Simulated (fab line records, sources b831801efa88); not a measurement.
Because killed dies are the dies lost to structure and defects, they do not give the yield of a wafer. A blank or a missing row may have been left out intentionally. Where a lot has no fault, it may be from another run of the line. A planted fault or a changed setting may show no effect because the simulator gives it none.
Comparing a struck lot with a sound one	flow sky130	17 steps out of a route of 708
Sound: wafers L984.1, L984.2, L984.3. Wafers struck: L993.1, L993.4, L993.5. The cause is given at the end.
Per side, at each step with rows, come the tool, then ch with its chambers, and then its first start. Under that, the readings that differ: sound wafers	struck wafers	difference of the means	sigmas: that difference in standard deviations of wafers without a fault.
alike: a reading whose means differ by less than 2 such deviations, as well as words and numbers matching on both sides. not compared: withheld readings; readings where some wafer has no value; bounds like >300 that might hide an equal value; numbers whose values overlap and for which the record gives no deviation.
Wherever a step has rows on one side only, a row that says differs or no value, or a row with sigmas, the two part there. Non-overlapping numbers with no deviation appear without sigmas and do not part them. Lack of a reading on every wafer of one side parts them only where that side has two or more wafers.

first, 3 steps without rows for these wafers: SKY_SONOS_ONO_WET_ETCH_18 (etches Si3N4 in H3PO4, target depth 15 nm, time 172 s); SKY_GATE_OXIDE_CLEAN_00 (cleans in SC1/SC2, time 150 s); SKY_GATE_OXIDE_OXIDATION_01 (stabilise 600 s, purge 300 s, target thk 10.268 nm).
SKY_GATE_OXIDE_THK_MEAS_02:
  struck on film-metro-03, day 17 13:25; sound on film-metro-03, day 14 19:14
  alike: GATE_OXIDE_OXIDATION_00_THK
then, 7 steps without rows for these wafers: SKY_GATE_OXIDE_DEHYDRATE_03 (time 60 s); SKY_GATE_OXIDE_HMDS_04 (prime time 60 s); SKY_GATE_OXIDE_COAT_05 (resist thk 1140 nm); SKY_GATE_OXIDE_SOFTBAKE_06 (time 60 s); SKY_GATE_OXIDE_EXPOSE_07 (exposes mask LVOM, target cd 600 nm); SKY_GATE_OXIDE_PEB_08; SKY_GATE_OXIDE_DEVELOP_09 (develop time 60 s).
SKY_GATE_OXIDE_OVL_MEAS_10:
  struck on overlay-01, day 18 18:55; sound on overlay-01, day 15 21:48
  alike: GATE_OXIDE_OVL
SKY_GATE_OXIDE_IMPLANT_11:
  sound on implanter-03 ch 0, day 15 21:50; struck on implanter-01 ch 0, day 18 18:57
reading	sound	struck	difference	sigmas
dose-ions-cm2	2.6e+12 2.596e+12 2.6e+12	8.859e+12 8.857e+12 8.856e+12	+6.259e+12	+99 or more
faraday-current-uA	14.3 15.4 14.4	48.3 49.5 49.4	+34.4	+99 or more
  alike: beam-on-s
then, 1 step without rows for these wafers: SKY_GATE_OXIDE_WET_ETCH_12 (etches SiO2 in dHF, target depth 16.8 nm, time 336 s).
SKY_GATE_OXIDE_STRIP_13: strips in O2/N2.
  sound on plasma-asher-03 ch 0,1, day 15 22:05; struck on plasma-asher-02 ch 1, day 18 19:13
  alike: drypump-motor-current-A, n2-flow-sccm, oes-product-au, strip-time-to-endpoint-s
  not compared: rf-hours-counter-h
SKY_GATE_OXIDE_TW_MEAS_14:
  struck on film-metro-03, day 18 19:33; sound on film-metro-04, day 15 22:11
reading	sound	struck	difference	sigmas
GATE_OXIDE_TW	223.0 223.1 222.7	313.9 313.7 314.1	+91.0	+38
  not compared: hold
-- here the record skips 31 days between the struck wafers' starts before and after, leaving off in module GATE_OXIDE and picking up in module PAD_OPEN (first step shown: number 708 of the route) --
SKY_PAD_OPEN_PROBE_99:
  struck on prober-01, day 49 15:31; sound on prober-02, day 47 13:14
reading	sound	struck	difference	sigmas
hold	- - -	await-dispo/4.9h/release await-dispo/4.9h/release await-dispo/4.9h/release	no value on the sound wafers	
  alike: killed_at_M0_to_M3, killed_at_M4_up, killed-at-contacts, killed-at-front-end, killed-at-other, killed-dies, killed-open, killed-short

## WHERE THEY PART
At SKY_GATE_OXIDE_IMPLANT_11 first; at SKY_PAD_OPEN_PROBE_99 last (within this record only).

WHY: the cause the simulator had injected
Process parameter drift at SKY_GATE_OXIDE_IMPLANT_11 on implanter-01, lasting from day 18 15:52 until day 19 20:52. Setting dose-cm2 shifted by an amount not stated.
